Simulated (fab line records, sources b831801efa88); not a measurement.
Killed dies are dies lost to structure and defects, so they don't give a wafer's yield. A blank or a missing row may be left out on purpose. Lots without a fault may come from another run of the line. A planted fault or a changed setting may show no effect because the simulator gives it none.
Which tool did it? | flow sky130 | 12 lots, 36 wafers sampled, at 2 steps of a route of 708

WHAT THE GAUGES READ, wafer by wafer
SKY_VIA2_BOW_MEAS_03. Usual: VIA2_BOW 86 um, standard deviation 7.6.
lot  | measured     | on            | VIA2_BOW (um) | flag
L982 | day 34 01:11 | film_metro-01 | 87 88 100     |
L983 | day 35 03:44 | film_metro-01 | 84 83 86      |
L984 | day 35 21:29 | film_metro-01 | 87 83 94      |
L986 | day 36 19:50 | film_metro-04 | 86 95 79      |
L992 | day 38 23:56 | film_metro-01 | 86 82 82      |
L993 | day 39 03:34 | film_metro-04 | 92 96 68      |
L995 | day 40 20:43 | film_metro-03 | 87 83 86      |
L997 | day 40 23:16 | film_metro-03 | 86 87 81      |
L100 | day 41 05:12 | film_metro-03 | 90 80 90      |
L101 | day 41 05:30 | film_metro-04 | 83 84 85      |
L103 | day 42 14:38 | film_metro-03 | 93 89 96      |
L104 | day 42 16:38 | film_metro-03 | 84 81 87      |

SKY_CAPM_OVL_MEAS_12. Usual: CAPM_OVL 0.7 nm, standard deviation 1.4.
lot  | measured     | on         | CAPM_OVL (nm)  | flag
L982 | day 36 03:19 | overlay-02 | -0.1 -0.9 0.1  |
L983 | day 37 07:25 | overlay-02 | 0.5 -0.9 1.3   |
L984 | day 38 03:25 | overlay-01 | 0.3 -1.1 -0.6  |
L986 | day 39 01:04 | overlay-02 | 0.7 -1.0 -1.0  |
L992 | day 41 01:35 | overlay-01 | 0.2 -0.8 -1.7  |
L993 | day 41 06:28 | overlay-01 | -0.6 -1.5 0.1  |
L995 | day 42 23:17 | overlay-02 | 1.0 2.4 2.8    |
L997 | day 43 00:11 | overlay-02 | 0.9 -0.2 0.2   |
L100 | day 43 05:20 | overlay-01 | -0.1 1.6 1.3   |
L101 | day 43 06:49 | overlay-02 | -1.3 -0.8 -2.2 |
L103 | day 44 13:44 | overlay-02 | 1.7 0.9 0.9    |
L104 | day 44 16:16 | overlay-02 | 1.9 1.5 0.5    |

WHICH TOOL RAN EACH LOT (tool, then ch and the chambers of the sampled wafers, then the start)
The record holds no process step before these readings.

WHAT THE TOOLS THEMSELVES READ (means of the sampled wafers that have a number; where no wafer has one, the mark that the record gives instead)
The record holds no such reading with a usual standard deviation.

THE ANSWER, worked out from the rows above alone
Rule: a lot is off if the mean of its wafers that have a number lies more than 3 standard deviations from the usual mean. A lot without any number at a reading at which 4 lots or more have one is off too. The other lots that the step has rows for count as sound. The gauges are gone through in route order, then the tools' own readings, and for those a lot's mean is taken as printed above. The first step at which some lot is off is used, and at that step the reading that is off furthest; a lot without a number counts as furthest.
No lot is off at any reading shown: from this, nothing can be told.

WHAT THE SIMULATOR HAD PUT IN
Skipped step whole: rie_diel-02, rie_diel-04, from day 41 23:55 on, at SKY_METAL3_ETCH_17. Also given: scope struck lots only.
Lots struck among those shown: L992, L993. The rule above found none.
